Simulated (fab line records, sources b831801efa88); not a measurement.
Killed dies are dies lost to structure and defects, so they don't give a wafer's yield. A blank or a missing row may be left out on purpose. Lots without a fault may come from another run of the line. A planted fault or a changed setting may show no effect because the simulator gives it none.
Which tool did it? | flow gf180mcu | 12 lots, 36 wafers sampled, at 5 steps of a route of 602

WHAT THE GAUGES READ, wafer by wafer
GF_PASSIVATION_THK_MEAS_01. Usual: PASSIVATION_CVD_00_THK 993 nm, standard deviation 12.
lot  | measured     | on            | PASSIVATION_CVD_00_THK (nm) | flag
L909 | day 28 22:55 | film_metro-03 | 984 1003 997                |
L910 | day 29 07:59 | film_metro-03 | 995 1022 1013               |
L911 | day 29 12:46 | film_metro-01 | 986 982 990                 |
L913 | day 30 05:56 | film_metro-04 | 983 989 992                 |
L914 | day 30 13:22 | film_metro-04 | 968 997 987                 |
L915 | day 30 21:55 | film_metro-01 | 978 981 980                 |
L916 | day 31 06:04 | film_metro-03 | 979 970 995                 |
L917 | day 31 09:45 | film_metro-01 | 993 983 999                 |
L919 | day 32 02:48 | film_metro-03 | 921 930 922                 | OFF
L921 | day 32 10:34 | film_metro-03 | 925 918 931                 | OFF
L928 | day 34 01:07 | film_metro-03 | 980 992 998                 |
L929 | day 34 06:09 | film_metro-04 | 1010 1009 1019              |

WHICH TOOL RAN EACH LOT (tool, then ch and the chambers of the sampled wafers, then the start)
lot  | GF_V5_CVD_23                  | GF_V5_CMP_26                  | GF_TOP_METAL_SPUTTER_02      | GF_PASSIVATION_CVD_00
L909 | cvd_w-01 ch 0,1, day 28 02:23 | cmp-01 ch 0,2,3, day 28 02:44 | pvd_sputter-04, day 28 03:07 | pecvd-01 ch 0,2, day 28 22:50
L910 | cvd_w-01 ch 0,1, day 28 10:46 | cmp-01 ch 1,3, day 28 11:01   | pvd_sputter-04, day 28 11:27 | pecvd-02 ch 1,2, day 29 07:53
L911 | cvd_w-02 ch 0,1, day 28 16:23 | cmp-01 ch 0,1,2, day 28 16:41 | pvd_sputter-01, day 28 17:07 | pecvd-01 ch 0,1, day 29 12:41
L913 | cvd_w-01 ch 0,1, day 29 09:41 | cmp-02 ch 0,1,3, day 29 09:58 | pvd_sputter-02, day 29 10:24 | pecvd-01 ch 0,2, day 30 05:51
L914 | cvd_w-02 ch 0, day 29 17:26   | cmp-02 ch 0,1,3, day 29 17:43 | pvd_sputter-04, day 29 18:09 | pecvd-01 ch 0,1,2, day 30 13:17
L915 | cvd_w-01 ch 0,1, day 30 01:59 | cmp-01 ch 2,3, day 30 02:14   | pvd_sputter-04, day 30 02:40 | pecvd-01 ch 0,1, day 30 21:49
L916 | cvd_w-01 ch 0,1, day 30 10:30 | cmp-02 ch 0,1,3, day 30 10:47 | pvd_sputter-01, day 30 11:13 | pecvd-01 ch 0,1,2, day 31 05:59
L917 | cvd_w-01 ch 0,1, day 30 13:53 | cmp-01 ch 1,2,3, day 30 14:10 | pvd_sputter-01, day 30 14:36 | pecvd-01 ch 0,1, day 31 09:40
L919 | cvd_w-01 ch 0,1, day 31 07:36 | cmp-01 ch 1,2,3, day 31 07:53 | pvd_sputter-01, day 31 08:19 | pecvd-01 ch 0,1,2, day 32 02:43
L921 | cvd_w-02 ch 0,1, day 31 16:08 | cmp-01 ch 1,2,3, day 31 16:32 | pvd_sputter-04, day 31 16:52 | pecvd-01 ch 0,2, day 32 10:29
L928 | cvd_w-01 ch 0,1, day 33 07:50 | cmp-01 ch 2,3, day 33 08:11   | pvd_sputter-02, day 33 08:34 | pecvd-02 ch 0,1, day 34 01:02
L929 | cvd_w-01 ch 0,1, day 33 12:32 | cmp-02 ch 0,1,3, day 33 12:55 | pvd_sputter-02, day 33 13:16 | pecvd-03 ch 0,2, day 34 06:04
- GF_V5_CVD_23: deposits W, target thk 350 nm, time 104.9 s.
- GF_V5_CMP_26: polishes, stops on SiO2, t overpolish 15 s, target thk 0 nm.
- GF_TOP_METAL_SPUTTER_02: material AlCu, target thk 900 nm, time 47.82 s.
- GF_PASSIVATION_CVD_00: deposits SiO2 from TEOS, target thk 1000 nm, time 111.95 s.

WHAT THE TOOLS THEMSELVES READ (means of the sampled wafers that have a number; where no wafer has one, the mark that the record gives instead)
GF_V5_CVD_23. Usual: heater_power_w 859 W, standard deviation 53.
lot  | tool     | heater_power_w (W) | flag
L909 | cvd_w-01 | 807                |
L910 | cvd_w-01 | 810                |
L911 | cvd_w-02 | 904                |
L913 | cvd_w-01 | 814                |
L914 | cvd_w-02 | 931                |
L915 | cvd_w-01 | 838                |
L916 | cvd_w-01 | 836                |
L917 | cvd_w-01 | 834                |
L919 | cvd_w-01 | 818                |
L921 | cvd_w-02 | 920                |
L928 | cvd_w-01 | 829                |
L929 | cvd_w-01 | 814                |

GF_V5_CMP_26. Usual: motor_current_A 11.3 A, standard deviation 1.1; overpolish_run_s 15.001 s, standard deviation 0.0094; time_to_endpoint_s 85 s, standard deviation 4.2.
lot  | tool   | motor_current_A (A) | overpolish_run_s (s) | time_to_endpoint_s (s) | flag
L909 | cmp-01 | 11.8                | 14.994               | 87                     |
L910 | cmp-01 | 11.9                | 14.997               | 86                     |
L911 | cmp-01 | 12.0                | 15.001               | 90                     |
L913 | cmp-02 | 10.1                | 15.003               | 85                     |
L914 | cmp-02 | 10.3                | 15.002               | 84                     |
L915 | cmp-01 | 10.9                | 15.008               | 88                     |
L916 | cmp-02 | 10.1                | 15.006               | 82                     |
L917 | cmp-01 | 11.7                | 14.996               | 88                     |
L919 | cmp-01 | 11.4                | 15.008               | 88                     |
L921 | cmp-01 | 11.9                | 14.995               | 86                     |
L928 | cmp-01 | 11.4                | 14.997               | 83                     |
L929 | cmp-02 | 10.4                | 15.005               | 81                     |

GF_TOP_METAL_SPUTTER_02. Usual: throttle_valve_pct 29.8 %, standard deviation 1.1.
lot  | tool           | throttle_valve_pct (%) | flag
L909 | pvd_sputter-04 | 28.7                   |
L910 | pvd_sputter-04 | 29.9                   |
L911 | pvd_sputter-01 | 30.2                   |
L913 | pvd_sputter-02 | 30.3                   |
L914 | pvd_sputter-04 | 29.9                   |
L915 | pvd_sputter-04 | 29.5                   |
L916 | pvd_sputter-01 | 29.7                   |
L917 | pvd_sputter-01 | 30.0                   |
L919 | pvd_sputter-01 | 29.8                   |
L921 | pvd_sputter-04 | 28.8                   |
L928 | pvd_sputter-02 | 28.9                   |
L929 | pvd_sputter-02 | 31.1                   |

GF_PASSIVATION_CVD_00. Usual: heater_power_w 652 W, standard deviation 140; rf_fwd_power_W 596.2 W, standard deviation 2.2.
lot  | tool     | heater_power_w (W) | rf_fwd_power_W (W) | flag
L909 | pecvd-01 | 681                | 593.0              |
L910 | pecvd-02 | 565                | 595.8              |
L911 | pecvd-01 | 539                | 597.7              |
L913 | pecvd-01 | 689                | 594.0              |
L914 | pecvd-01 | 624                | 597.7              |
L915 | pecvd-01 | 537                | 596.1              |
L916 | pecvd-01 | 662                | 596.0              |
L917 | pecvd-01 | 513                | 596.1              |
L919 | pecvd-01 | 596                | 597.4              |
L921 | pecvd-01 | 601                | 596.7              |
L928 | pecvd-02 | 703                | 596.9              |
L929 | pecvd-03 | 771                | 595.4              |

THE ANSWER, worked out from the rows above alone
Rule: a lot is off if the mean of its wafers that have a number lies more than 3 standard deviations from the usual mean. A lot without any number at a reading at which 4 lots or more have one is off too. The other lots that the step has rows for count as sound. The gauges are gone through in route order, then the tools' own readings, and for those a lot's mean is taken as printed above. The first step at which some lot is off is used, and at that step the reading that is off furthest; a lot without a number counts as furthest.
Off: L919, L921, at GF_PASSIVATION_THK_MEAS_01 (PASSIVATION_CVD_00_THK).
A tool fits if, at a process step before that reading, it ran every lot that is off, and no sound lot after the first of them. The gauges at GF_PASSIVATION_THK_MEAS_01 are tried like those tools. One fits: pecvd-01 at GF_PASSIVATION_CVD_00. Its last sound lot is L917 (day 31 09:40), its first lot that is off L919 (day 32 02:43): a fault that began between those two fits.

WHAT THE SIMULATOR HAD PUT IN
Process parameter drift: pecvd-01, from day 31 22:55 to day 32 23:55, at GF_PASSIVATION_CVD_00. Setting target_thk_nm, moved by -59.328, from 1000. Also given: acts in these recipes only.
Lots struck among those shown: L919, L921. The rule above found the same.
